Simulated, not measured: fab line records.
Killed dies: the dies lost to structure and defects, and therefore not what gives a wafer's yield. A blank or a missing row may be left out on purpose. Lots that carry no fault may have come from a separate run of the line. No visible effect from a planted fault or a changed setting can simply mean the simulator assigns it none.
Comparing a struck lot with a sound one / flow sky130 / 18 out of 708 route steps
Sound: wafers L775.1, L775.2, L775.4. Wafers L793.1, L793.3, L793.6 were the ones struck. The cause is named last.
Each step with rows lists, per side, the tool, then ch with its chambers, then its first start. Under that, the readings that differ: sound wafers / struck wafers / difference of the means / sigmas: that difference in standard deviations of wafers without a fault.
alike: readings with means less than 2 such deviations apart, plus words and numbers identical on both sides. not compared: withheld readings, readings lacking a value on some wafer, bounds such as >300 that could conceal the same value, and numbers that have no deviation in the record and whose values overlap.
A row with sigmas, a row that says differs or no value, or rows on one side alone: a step with any of these is where the two part. When numbers do not overlap yet have no deviation, they are printed without sigmas and do not part them. A reading that every wafer of one side lacks parts them only if that side has two wafers or more.

first, 3 steps without rows for these wafers: SKY_POLY_CUT_EXPOSE_05 (exposes mask NPCM, target cd 270 nm); SKY_POLY_CUT_PEB_06; SKY_POLY_CUT_DEVELOP_07 (develop time 60 s).
SKY_POLY_CUT_CD_MEAS_08: the cd target is 270 nm.
  struck on cd_sem-01, day 30 18:10; sound on cd_sem-01, day 24 01:27
reading=cd_nm (nm); sound=269.4 267.7 267.0; struck=271.6 271.4 270.4; difference=+3.1; sigmas=+3
SKY_POLY_CUT_OVL_MEAS_09:
  struck on overlay-02, day 30 18:17; sound on overlay-01, day 24 01:34
  alike: POLY_CUT_OVL
SKY_POLY_CUT_ETCH_10: etches BARC in N2/H2, stops on SiO2, time 45.9 s, target depth 60 nm.
  sound on rie_diel-02 ch 0,2,3, day 24 01:36; struck on rie_diel-02 ch 0,2, day 30 18:20
  alike: drypump_motor_current_A, oes_product_au, throttle_valve_pct
  not compared: rf_hours_counter_h
SKY_POLY_CUT_ETCH_11: etches Si3N4 in CF4/CH2F2/Ar, stops on poly-Si, time 42.5 s, target depth 60 nm.
  sound on rie_diel-02 ch 0,2,3, day 24 01:38; struck on rie_diel-02 ch 0,2, day 30 18:22
  alike: drypump_motor_current_A, oes_product_au, throttle_valve_pct
  not compared: rf_hours_counter_h
SKY_POLY_CUT_STRIP_12: strips in O2/N2.
  sound on plasma_asher-04 ch 0,1, day 24 01:41; struck on plasma_asher-01 ch 0,1, day 30 18:25
  alike: drypump_motor_current_A, oes_product_au, strip_time_to_endpoint_s
  not compared: rf_hours_counter_h
then, 4 steps without rows for these wafers: SKY_SD_P_DEHYDRATE_00 (time 60 s); SKY_SD_P_HMDS_01 (prime time 60 s); SKY_SD_P_COAT_02 (resist thk 1140 nm); SKY_SD_P_SOFTBAKE_03 (time 60 s).
SKY_SD_P_EXPOSE_04: exposes mask PSDM, target cd 380 nm.
  sound on iline_stepper-01 ch 0, day 24 17:10; struck on iline_stepper-01 ch 0, day 31 09:01
reading=model.SD_P.overlay_x_nm (nm); sound=1.231 1.231 1.231; struck=34.63 34.63 34.63; difference=+33.40; sigmas=
  alike: mask
then, 2 steps without rows for these wafers: SKY_SD_P_PEB_05; SKY_SD_P_DEVELOP_06 (develop time 60 s).
SKY_SD_P_CD_MEAS_07: the cd target is 380 nm.
  struck on cd_sem-02, day 31 21:52; sound on cd_sem-01, day 25 07:04
  alike: cd_nm
SKY_SD_P_OVL_MEAS_08:
  struck on overlay-01, day 31 22:12; sound on overlay-01, day 25 07:11
reading=SD_P_OVL (nm); sound=2.1 2.1 2.1; struck=35.0 35.4 35.7; difference=+33.3; sigmas=+26
  not compared: hold
SKY_PAD_OPEN_PROBE_99:
  rows exist in the record for the sound wafers here (prober-02, day 45 19:49), none for the struck ones

WHERE THEY PART
First at SKY_POLY_CUT_CD_MEAS_08; last, within this record, at SKY_PAD_OPEN_PROBE_99.

WHY: the cause the simulator had injected
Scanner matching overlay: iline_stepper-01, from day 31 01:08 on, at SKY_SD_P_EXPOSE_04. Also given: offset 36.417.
